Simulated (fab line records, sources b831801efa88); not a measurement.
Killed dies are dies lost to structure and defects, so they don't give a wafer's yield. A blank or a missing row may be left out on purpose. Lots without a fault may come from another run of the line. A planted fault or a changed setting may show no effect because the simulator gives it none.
Problem report in the 8D (eight disciplines) form, filled by code | flow sky130 | the parts of the form that need people (team, actions taken, sign-off) are left out

1. THE PROBLEM
oes_product_au at SKY_VIA2_ETCH_14 reads a mean of 0.984 a.u. on 2 wafers of 2 lots; wafers without a fault read 0.854 a.u. with a standard deviation of 0.0047. That is +28 standard deviations from the usual mean.
The step: etches BARC in N2/H2, stops on SiO2, time 45.9 s, target depth 60 nm.
First seen on wafer L764.3, day 41 06:56, on rie_diel-02. The record holds 17 wafers of 6 lots with a number at this step. Rule for "out", or "out of limits": more than 4 standard deviations from the usual mean. The other wafers with a number count as sound.

2. WHAT IT IS AND WHAT IT IS NOT
question                    | is                           | is not
which readings at this step | oes_product_au, run_length_s | drypump_motor_current_A, throttle_valve_pct
which lots                  | L764, L766                   | L751, L754, L769, L770
which wafers of those lots  | L764.3, L766.6               | L764.5, L766.1, L766.2
read on which tools         | rie_diel-02                  | rie_diel-03, rie_diel-04
when                        | from day 41 06:56            | up to then (7 sound wafers); but 8 sound wafers of L766, L769, L770 came after

3. SUSPECTS, AND WHAT RULES EACH OUT
Counting: a tool at a process step up to the reading stays a suspect if it ran every lot that is out. Sound lots after the first of them don't rule it out here, since some wafers of a struck lot are sound.
- cmp-02 at SKY_VIA2_CMP_02 (polishes SiO2): kept. It ran every lot that is out, first L764 (day 40 06:23).
- rie_diel-02 at SKY_VIA2_ETCH_14 (etches BARC in N2/H2, stops on SiO2, time 45.9 s, target depth 60 nm): kept. It ran every lot that is out, first L764 (day 41 06:56); its last sound lot up to then is L754 (day 39 02:46). Its own readings are out on those wafers: oes_product_au, run_length_s.
Left after counting: cmp-02 at SKY_VIA2_CMP_02, rie_diel-02 at SKY_VIA2_ETCH_14.

4. THE CAUSE (what the simulator had put in)
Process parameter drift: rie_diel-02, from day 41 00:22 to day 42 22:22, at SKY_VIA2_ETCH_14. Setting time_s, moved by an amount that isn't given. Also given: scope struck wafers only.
Counting left 2 suspects, and this tool is among them.

5. THE CHAIN OF EFFECTS, in route order
Each row: a reading whose mean over the struck wafers that have a number lies more than 3 standard deviations from the usual. Only readings for which the record gives a usual standard deviation are gone through. hours: the time from each lot's start at the first step in this table that gives one to its start at this step, as a median over the lots. sigmas: the change in usual standard deviations.
hours | step             | reading        | usual      | on struck wafers | change | sigmas
0     | SKY_VIA2_ETCH_14 | oes_product_au | 0.854 a.u. | 0.984            | +0.130 | +28
0     | SKY_VIA2_ETCH_14 | run_length_s   | 74.2 s     | 67.2             | -7.0   | -16
The process steps in it:
- SKY_VIA2_ETCH_14: etches BARC in N2/H2, stops on SiO2, time 45.9 s, target depth 60 nm.

6. WHAT WOULD HAVE CAUGHT IT SOONER
In this record the first reading out of limits was taken at day 41 06:56, 7 hours after the fault began at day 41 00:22.
